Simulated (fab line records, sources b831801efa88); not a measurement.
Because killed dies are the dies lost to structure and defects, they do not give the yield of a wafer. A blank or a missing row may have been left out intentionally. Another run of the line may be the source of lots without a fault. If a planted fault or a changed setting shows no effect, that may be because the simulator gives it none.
Which tool is to blame? -- flow gf180mcu -- 36 wafers from 12 lots sampled at 4 of the route's 602 steps

## WHAT EACH GAUGE READ, for each wafer
GF_V2_RS_MEAS_24: uses a four-point probe to measure.
lot,measured,on,V2_W_RS (ohm/sq)
L557,day 20 20:53,filmMetro-03,0.334 0.336 0.331
L558,day 21 11:45,filmMetro-03,0.328 0.323 0.328
L559,day 21 21:08,filmMetro-03,0.325 0.328 0.319
L560,day 22 01:16,filmMetro-03,0.327 0.322 0.326
L561,day 22 21:38,filmMetro-01,0.296 0.298 0.297
L563,day 23 05:45,filmMetro-03,0.296 0.297 0.292
L571,day 25 19:29,filmMetro-02,0.325 0.327 0.331
L573,day 26 10:49,filmMetro-03,0.321 0.324 0.324
L574,day 26 19:51,filmMetro-02,0.322 0.324 0.325
L575,day 27 01:59,filmMetro-01,0.322 0.326 0.324
L578,day 27 22:30,filmMetro-02,0.322 0.324 0.327
L579,day 28 05:34,filmMetro-01,0.327 0.326 0.327

GF_V2_THK_MEAS_25: measures by xrf.
lot,measured,on,V2_W_THK (nm)
L557,day 20 21:01,filmMetro-03,350 347 352
L558,day 21 11:52,filmMetro-03,352 359 353
L559,day 21 21:16,filmMetro-03,358 353 362
L560,day 22 01:22,filmMetro-03,357 362 357
L561,day 22 21:45,filmMetro-01,389 388 390
L563,day 23 05:52,filmMetro-03,398 394 403
L571,day 25 19:36,filmMetro-02,356 357 348
L573,day 26 10:56,filmMetro-03,362 359 355
L574,day 26 19:57,filmMetro-02,359 357 354
L575,day 27 02:07,filmMetro-01,361 360 362
L578,day 27 22:37,filmMetro-02,358 355 351
L579,day 28 05:40,filmMetro-01,352 356 356

## WHICH TOOL RAN EACH LOT (tool, then ch and the chambers of the sampled wafers, then the start)
lot,GF_V2_SPUTTER_22,GF_V2_CVD_23
L557,"pvdSputter-01, day 20 20:44","cvdW-02 ch 0,1, day 20 20:46"
L558,"pvdSputter-02, day 21 11:35","cvdW-01 ch 0,1, day 21 11:37"
L559,"pvdSputter-01, day 21 20:59","cvdW-01 ch 0,1, day 21 21:01"
L560,"pvdSputter-02, day 22 01:04","cvdW-01 ch 0,1, day 22 01:08"
L561,"pvdSputter-01, day 22 21:29","cvdW-01 ch 0,1, day 22 21:31"
L563,"pvdSputter-03, day 23 05:36","cvdW-01 ch 0,1, day 23 05:38"
L571,"pvdSputter-01, day 25 19:19","cvdW-02 ch 0,1, day 25 19:22"
L573,"pvdSputter-03, day 26 10:40","cvdW-01 ch 0,1, day 26 10:42"
L574,"pvdSputter-02, day 26 19:40","cvdW-01 ch 0,1, day 26 19:44"
L575,"pvdSputter-01, day 27 01:50","cvdW-01 ch 0,1, day 27 01:53"
L578,"pvdSputter-01, day 27 22:21","cvdW-01 ch 0,1, day 27 22:23"
L579,"pvdSputter-01, day 28 05:22","cvdW-01 ch 0,1, day 28 05:26"
- GF_V2_SPUTTER_22: material TiN, target thk 10 nm, time 40 s.
- GF_V2_CVD_23: deposits W, target thk 350 nm, time 104.94 s.

## WHAT THE TOOLS THEMSELVES READ (means of the sampled wafers that have a number; where no wafer has one, the mark that the record gives instead)
GF_V2_SPUTTER_22.
lot,tool,throttleValvePct (%)
L557,pvdSputter-01,29.8
L558,pvdSputter-02,31.1
L559,pvdSputter-01,29.6
L560,pvdSputter-02,30.3
L561,pvdSputter-01,29.8
L563,pvdSputter-03,29.7
L571,pvdSputter-01,29.6
L573,pvdSputter-03,29.6
L574,pvdSputter-02,30.4
L575,pvdSputter-01,29.8
L578,pvdSputter-01,29.9
L579,pvdSputter-01,29.9

GF_V2_CVD_23.
lot,tool,heaterPowerW (W)
L557,cvdW-02,877
L558,cvdW-01,875
L559,cvdW-01,903
L560,cvdW-01,907
L561,cvdW-01,895
L563,cvdW-01,866
L571,cvdW-02,917
L573,cvdW-01,892
L574,cvdW-01,897
L575,cvdW-01,883
L578,cvdW-01,914
L579,cvdW-01,903

## THE ANSWER, worked out from the rows above alone
Rule: what is usual is taken from the lots themselves. The widest of any qualifying gaps counts: lots, ordered by their means at a reading, are off when they make up no more than a third of the lots, leave a main group of 4 or more, and stand apart from it by 3 or more times the standard deviation of that group's means. If all means in a main group match to the digits the tables above print for the reading, that group is not used. Also off: a lot with no number at a reading for which 4 or more lots have one. All remaining lots with rows at the step are treated as sound. The gauges are gone through in route order, then the tools' own readings, and for those a lot's mean is taken as printed above. The first step at which some lot is off is used, and at that step the reading that is off furthest; a lot without a number counts as furthest.
Off: at GF_V2_RS_MEAS_24 (V2_W_RS), L561, L563. The main group: mean 0.326 ohm/sq, standard deviation 0.003.
A tool fits if, at a process step before that reading, it ran every lot that is off, and no sound lot after the first of them. Gauges at GF_V2_RS_MEAS_24: tried the same way as those tools. Not one of the candidates tried fits.

## WHAT HAD BEEN PUT IN BY THE SIMULATOR
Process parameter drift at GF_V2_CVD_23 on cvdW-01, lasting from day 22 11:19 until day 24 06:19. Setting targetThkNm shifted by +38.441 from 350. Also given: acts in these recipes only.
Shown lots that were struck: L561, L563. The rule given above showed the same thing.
